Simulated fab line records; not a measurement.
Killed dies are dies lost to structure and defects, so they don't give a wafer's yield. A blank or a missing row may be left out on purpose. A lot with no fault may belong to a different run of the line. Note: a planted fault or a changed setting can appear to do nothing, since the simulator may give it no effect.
fab line records -- flow sky130
record: lots: 11, wafers: 33, lastDay: 50
route steps=708 shown LI_CONTACT@375 METAL2@487
lots that met no fault: taken from a fault-free run of the same line
startH: hours from the record's opening day to when the first of the lot's shown wafers began -- waitH: how many hours have passed since the lot's step before this one -- " identical to the entry in the row above -- L1.1+2: several wafers, shown together as one row -- - no value present, or no start provided -- * or withheld: withheld -- < > ~ a bound
route shown NAME@n: NAME is a module with steps in the file, n the number in the route of the first one -- usual: the fault-free wafers' mean and standard deviation -- same: alike in all rows -- chamber/n: place in a boat -- sites: each site's reading -- _std_site: how widely they spread, as a standard deviation -- _edge_site: the outer-site mean with the inner-site mean subtracted -- radiusMm: for every site, how far away it sits from the centre of the wafer -- mask NAME#n: copy n -- behind: the last tool/chamber to shape the wafer -- hold: why the lot went on hold/how many hours it stayed there/how the hold came to an end -- device: whichever transistor did not switch (one of n, p or np) -- end of line: at the end of the route, the tests of the same wafers -- for a step that has no rows: nothing shown but its recipe -- killed: not the wafer's yield, but the dies lost to structure and defects at the first sort -- map: shows each die of a wafer: x if killed, . if not, _ if none is there
set.NAME: the run value of the setting; set.NAME@STEP: its run value at that earlier step -- model.NAME: the simulator's own value behind a step, which no gauge read
steps of the route over a sample of lots; a table a step, a row a wafer
services: from which hour (startH, from the record's first day; less than 0 if before it) a tool's chamber was out of use, for how many hours, and why
== steps ==
step: SKY_LI_CONTACT_OVL_MEAS_13
usual: LI_CONTACT_OVL: 3/5.3
lot.wafer,tool,chamber,startH,waitH,LI_CONTACT_OVL[nm]
L677.3,overlay-02,-,694.65,0.1,2
L677.5,overlay-02,-,694.65,0.1,0
L677.6,overlay-02,-,694.65,0.1,3
L680.2,overlay-01,-,720.39,0.1,-1
L680.4,overlay-01,-,720.39,0.1,5
L680.6,overlay-01,-,720.39,0.1,-3
L683.1,overlay-01,-,741.20,0.1,-2
L683.2,overlay-01,-,741.20,0.1,4
L683.6,overlay-01,-,741.20,0.1,-3
L689.1,overlay-02,-,792.73,0.1,3
L689.3,overlay-02,-,792.73,0.1,5
L689.4,overlay-02,-,792.73,0.1,9
L690.2,overlay-02,-,799.41,0.1,3
L690.3,overlay-02,-,799.41,0.1,4
L690.4,overlay-02,-,799.41,0.1,2
L691.2,overlay-02,-,809.00,0.1,7
L691.4,overlay-02,-,809.00,0.1,2
L691.6,overlay-02,-,809.00,0.1,0
L692.1,overlay-01,-,812.24,0.1,0
L692.3,overlay-01,-,812.24,0.1,-3
L692.4,overlay-01,-,812.24,0.1,-5
L693.1,overlay-01,-,813.36,0.1,-3
L693.4,overlay-01,-,813.36,0.1,1
L693.5,overlay-01,-,813.36,0.1,-5
L694.1,overlay-02,-,824.44,0.1,13
L694.2,overlay-02,-,824.44,0.1,14
L694.4,overlay-02,-,824.44,0.1,12
L695.1,overlay-02,-,832.62,0.1,13
L695.4,overlay-02,-,832.62,0.1,7
L695.5,overlay-02,-,832.62,0.1,4
L698.1,overlay-02,-,862.79,0.1,9
L698.4,overlay-02,-,862.79,0.1,3
L698.6,overlay-02,-,862.79,0.1,6
step: SKY_LI_CONTACT_SPUTTER_20
recipe: material: TiN, targetThkNm: 20, chamberPressurePa: 5, powerW: 4000, timeS: 80
usual: cathodeDcPowerW: 4000.1/0.72, throttleValvePct: 29.1/1
lot.wafer,tool,chamber,startH,waitH,cathodeDcPowerW,throttleValvePct
L677.3,pvdSputter-04,-,695.18,0.0,3999.0,31.0
L677.5,pvdSputter-04,-,695.18,0.0,4000.6,30.6
L677.6,pvdSputter-04,-,695.18,0.0,4000.7,30.9
L680.2,pvdSputter-04,-,720.92,0.0,3999.9,30.3
L680.4,pvdSputter-04,-,720.92,0.0,4000.4,30.6
L680.6,pvdSputter-04,-,720.92,0.0,3998.8,30.2
L683.1,pvdSputter-01,-,741.74,0.0,4001.3,29.9
L683.2,pvdSputter-01,-,741.74,0.0,4000.1,29.0
L683.6,pvdSputter-01,-,741.74,0.0,3999.5,29.9
L689.1,pvdSputter-01,-,793.48,0.0,4000.0,28.6
L689.3,pvdSputter-01,-,793.48,0.0,3999.9,29.6
L689.4,pvdSputter-01,-,793.48,0.0,3999.2,29.2
L690.2,pvdSputter-02,-,800.12,0.0,3999.8,29.4
L690.3,pvdSputter-02,-,800.12,0.0,4000.2,28.5
L690.4,pvdSputter-02,-,800.12,0.0,4000.8,27.8
L691.2,pvdSputter-02,-,809.53,0.0,3999.5,29.7
L691.4,pvdSputter-02,-,809.53,0.0,4000.8,29.4
L691.6,pvdSputter-02,-,809.53,0.0,3999.8,27.5
L692.1,pvdSputter-01,-,812.78,0.0,4001.2,27.8
L692.3,pvdSputter-01,-,812.78,0.0,4000.9,28.7
L692.4,pvdSputter-01,-,812.78,0.0,4000.9,30.0
L693.1,pvdSputter-02,-,813.89,0.0,4000.3,27.8
L693.4,pvdSputter-02,-,813.89,0.0,3998.7,28.8
L693.5,pvdSputter-02,-,813.89,0.0,3999.4,27.9
L694.1,pvdSputter-02,-,824.99,0.0,3999.9,29.9
L694.2,pvdSputter-02,-,824.99,0.0,4000.3,28.6
L694.4,pvdSputter-02,-,824.99,0.0,4000.7,27.8
L695.1,pvdSputter-02,-,833.15,0.0,4000.2,28.6
L695.4,pvdSputter-02,-,833.15,0.0,4000.5,29.5
L695.5,pvdSputter-02,-,833.15,0.0,4001.0,29.9
L698.1,pvdSputter-04,-,863.37,0.0,4000.4,30.2
L698.4,pvdSputter-04,-,863.37,0.0,3999.0,27.5
L698.6,pvdSputter-04,-,863.37,0.0,3998.8,27.2
step: SKY_LI_CONTACT_RS_MEAS_22
recipe: thkMeasGauge: four-point-probe, reads: W_of_LI_CONTACT_CVD_21+TiN_of_LI_CONTACT_SPUTTER_20+Ti_of_LI_CONTACT_SPUTTER_19
usual: LI_CONTACT_W_RS: 0.284/0.0038
lot.wafer,tool,chamber,startH,waitH,LI_CONTACT_W_RS[ohm/sq]
L677.3,filmMetro-04,-,695.41,0.1,0.290
L677.5,filmMetro-04,-,695.41,0.1,0.282
L677.6,filmMetro-04,-,695.41,0.1,0.288
L680.2,filmMetro-02,-,721.20,0.2,0.281
L680.4,filmMetro-02,-,721.20,0.2,0.274
L680.6,filmMetro-02,-,721.20,0.2,0.282
L683.1,filmMetro-01,-,741.93,0.1,0.279
L683.2,filmMetro-01,-,741.93,0.1,0.285
L683.6,filmMetro-01,-,741.93,0.1,0.279
L689.1,filmMetro-02,-,793.66,0.1,0.290
L689.3,filmMetro-02,-,793.66,0.1,0.286
L689.4,filmMetro-02,-,793.66,0.1,0.288
L690.2,filmMetro-01,-,800.32,0.1,0.280
L690.3,filmMetro-01,-,800.32,0.1,0.278
L690.4,filmMetro-01,-,800.32,0.1,0.276
L691.2,filmMetro-01,-,809.73,0.1,0.285
L691.4,filmMetro-01,-,809.73,0.1,0.282
L691.6,filmMetro-01,-,809.73,0.1,0.283
L692.1,filmMetro-04,-,812.96,0.1,0.285
L692.3,filmMetro-04,-,812.96,0.1,0.285
L692.4,filmMetro-04,-,812.96,0.1,0.287
L693.1,filmMetro-02,-,814.08,0.1,0.280
L693.4,filmMetro-02,-,814.08,0.1,0.281
L693.5,filmMetro-02,-,814.08,0.1,0.277
L694.1,filmMetro-04,-,825.17,0.1,0.276
L694.2,filmMetro-04,-,825.17,0.1,0.284
L694.4,filmMetro-04,-,825.17,0.1,0.282
L695.1,filmMetro-01,-,833.34,0.1,0.283
L695.4,filmMetro-01,-,833.34,0.1,0.282
L695.5,filmMetro-01,-,833.34,0.1,0.282
L698.1,filmMetro-01,-,863.55,0.1,0.281
L698.4,filmMetro-01,-,863.55,0.1,0.283
L698.6,filmMetro-01,-,863.55,0.1,0.285
step: SKY_METAL2_SPUTTER_04
recipe: material: TiN, targetThkNm: 70, powerW: 6500, timeS: 58.3, chamberPressurePa: 0.4
usual: cathodeDcPowerW: 6500.0/1.1, throttleValvePct: 29.8/1.3
lot.wafer,tool,chamber,startH,waitH,cathodeDcPowerW,throttleValvePct
L677.3,pvdSputter-04,-,811.53,0.0,6497.0,27.5
L677.5,pvdSputter-04,-,811.53,0.0,6499.4,30.6
L677.6,pvdSputter-04,-,811.53,0.0,6498.5,31.0
L680.2,pvdSputter-04,-,835.97,0.0,6501.9,27.4
L680.4,pvdSputter-04,-,835.97,0.0,6499.5,30.4
L680.6,pvdSputter-04,-,835.97,0.0,6499.8,27.5
L683.1,pvdSputter-04,-,854.83,0.0,6500.1,27.4
L683.2,pvdSputter-04,-,854.83,0.0,6499.3,30.6
L683.6,pvdSputter-04,-,854.83,0.0,6502.4,30.9
L689.1,pvdSputter-02,-,905.39,0.0,6499.5,29.7
L689.3,pvdSputter-02,-,905.39,0.0,6498.9,27.9
L689.4,pvdSputter-02,-,905.39,0.0,6500.5,29.1
L690.2,pvdSputter-02,-,908.93,0.0,6499.5,29.9
L690.3,pvdSputter-02,-,908.93,0.0,6498.7,29.4
L690.4,pvdSputter-02,-,908.93,0.0,6499.5,27.9
L691.2,pvdSputter-02,-,920.26,0.0,6500.9,29.6
L691.4,pvdSputter-02,-,920.26,0.0,6499.8,27.9
L691.6,pvdSputter-02,-,920.26,0.0,6501.2,28.8
L692.1,pvdSputter-04,-,922.64,0.0,6501.6,30.2
L692.3,pvdSputter-04,-,922.64,0.0,6499.4,27.1
L692.4,pvdSputter-04,-,922.64,0.0,6500.0,31.0
L693.1,pvdSputter-02,-,923.65,0.0,6502.6,27.8
L693.4,pvdSputter-02,-,923.65,0.0,6500.6,28.9
L693.5,pvdSputter-02,-,923.65,0.0,6502.0,29.6
L694.1,pvdSputter-04,-,934.68,0.0,6499.6,30.6
L694.2,pvdSputter-04,-,934.68,0.0,6500.3,31.2
L694.4,pvdSputter-04,-,934.68,0.0,6500.0,30.1
L695.1,pvdSputter-02,-,941.32,0.0,6501.0,29.3
L695.4,pvdSputter-02,-,941.32,0.0,6499.7,29.4
L695.5,pvdSputter-02,-,941.32,0.0,6500.4,29.9
L698.1,pvdSputter-03,-,971.67,0.0,6500.9,30.8
L698.4,pvdSputter-03,-,971.67,0.0,6500.2,29.2
L698.6,pvdSputter-03,-,971.67,0.0,6499.2,31.1
step: SKY_METAL2_THK_MEAS_06
recipe: thkMeasGauge: xrf, reads: AlCu_of_METAL2_SPUTTER_02
usual: METAL2_ALCU_THK: 248.1/2.5
lot.wafer,tool,chamber,startH,waitH,METAL2_ALCU_THK[nm]
L677.3,filmMetro-04,-,811.71,0.1,252.3
L677.5,filmMetro-04,-,811.71,0.1,250.9
L677.6,filmMetro-04,-,811.71,0.1,248.0
L680.2,filmMetro-02,-,836.15,0.1,228.7
L680.4,filmMetro-02,-,836.15,0.1,246.2
L680.6,filmMetro-02,-,836.15,0.1,230.9
L683.1,filmMetro-02,-,854.99,0.1,234.5
L683.2,filmMetro-02,-,854.99,0.1,250.0
L683.6,filmMetro-02,-,854.99,0.1,250.5
L689.1,filmMetro-03,-,905.56,0.1,246.2
L689.3,filmMetro-03,-,905.56,0.1,244.3
L689.4,filmMetro-03,-,905.56,0.1,246.8
L690.2,filmMetro-02,-,909.11,0.1,245.6
L690.3,filmMetro-02,-,909.11,0.1,247.5
L690.4,filmMetro-02,-,909.11,0.1,248.7
L691.2,filmMetro-02,-,920.44,0.1,248.3
L691.4,filmMetro-02,-,920.44,0.1,248.7
L691.6,filmMetro-02,-,920.44,0.1,248.6
L692.1,filmMetro-02,-,922.81,0.1,250.9
L692.3,filmMetro-02,-,922.81,0.1,254.2
L692.4,filmMetro-02,-,922.81,0.1,249.0
L693.1,filmMetro-03,-,923.82,0.1,247.0
L693.4,filmMetro-03,-,923.82,0.1,248.1
L693.5,filmMetro-03,-,923.82,0.1,243.5
L694.1,filmMetro-03,-,934.85,0.1,246.1
L694.2,filmMetro-03,-,934.85,0.1,244.7
L694.4,filmMetro-03,-,934.85,0.1,249.7
L695.1,filmMetro-04,-,941.49,0.1,249.2
L695.4,filmMetro-04,-,941.49,0.1,247.7
L695.5,filmMetro-04,-,941.49,0.1,246.3
L698.1,filmMetro-03,-,971.84,0.1,249.1
L698.4,filmMetro-03,-,971.84,0.1,253.3
L698.6,filmMetro-03,-,971.84,0.1,253.2
== services ==
tool,chamber,startH,hours,kind
pvdSputter-02,-,696.52,2.6,repair
pvdSputter-01,-,702.01,3.4,repair
pvdSputter-03,2,705.78,-,consumableReplace:kit
pvdSputter-03,2,705.78,18.0,scheduledDown
pvdSputter-03,2,705.78,18.0,ventCycle
pvdSputter-01,2,707.06,-,consumableReplace:kit
pvdSputter-01,2,707.06,18.0,scheduledDown
pvdSputter-01,2,707.06,18.0,ventCycle
pvdSputter-01,-,778.26,2.4,repair
pvdSputter-02,-,792.97,1.8,repair
pvdSputter-04,1,807.55,-,consumableReplace:kit
pvdSputter-04,1,807.55,18.0,scheduledDown
pvdSputter-04,1,807.55,18.0,ventCycle
pvdSputter-03,1,894.78,-,consumableReplace:kit
pvdSputter-03,1,894.78,18.0,scheduledDown
pvdSputter-03,1,894.78,18.0,ventCycle
pvdSputter-02,0,923.70,-,consumableReplace:kit
pvdSputter-02,0,923.70,18.0,scheduledDown
pvdSputter-02,0,923.70,18.0,ventCycle
pvdSputter-04,-,929.15,1.2,repair
pvdSputter-01,-,964.88,5.1,repair
== key ==
firstSign: step: SKY_METAL2_THK_MEAS_06, reading: METAL2_ALCU_THK, direction: down, sigmas: 6.7, usual: 248.1, struck: 231.4
effect none on later readings
metAt SKY_METAL2_SPUTTER_04
struckLots L680,L683
struckWafers L680.2,L680.6,L683.1
notActingAt SKY_LI_CONTACT_OVL_MEAS_13,SKY_LI_CONTACT_SPUTTER_20,SKY_LI_CONTACT_RS_MEAS_22
onsetBetween 811.53 835.97
fault: kind: processParameterDrift, tool: pvdSputter-04, chamber: -, onsetH: 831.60, steps: SKY_METAL2_SPUTTER_04, channel: targetThkNm, offset: 31.778, shape: step, endH: 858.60, actsIn: theseRecipesOnly, stated: 70, scope: struckWafersOnly
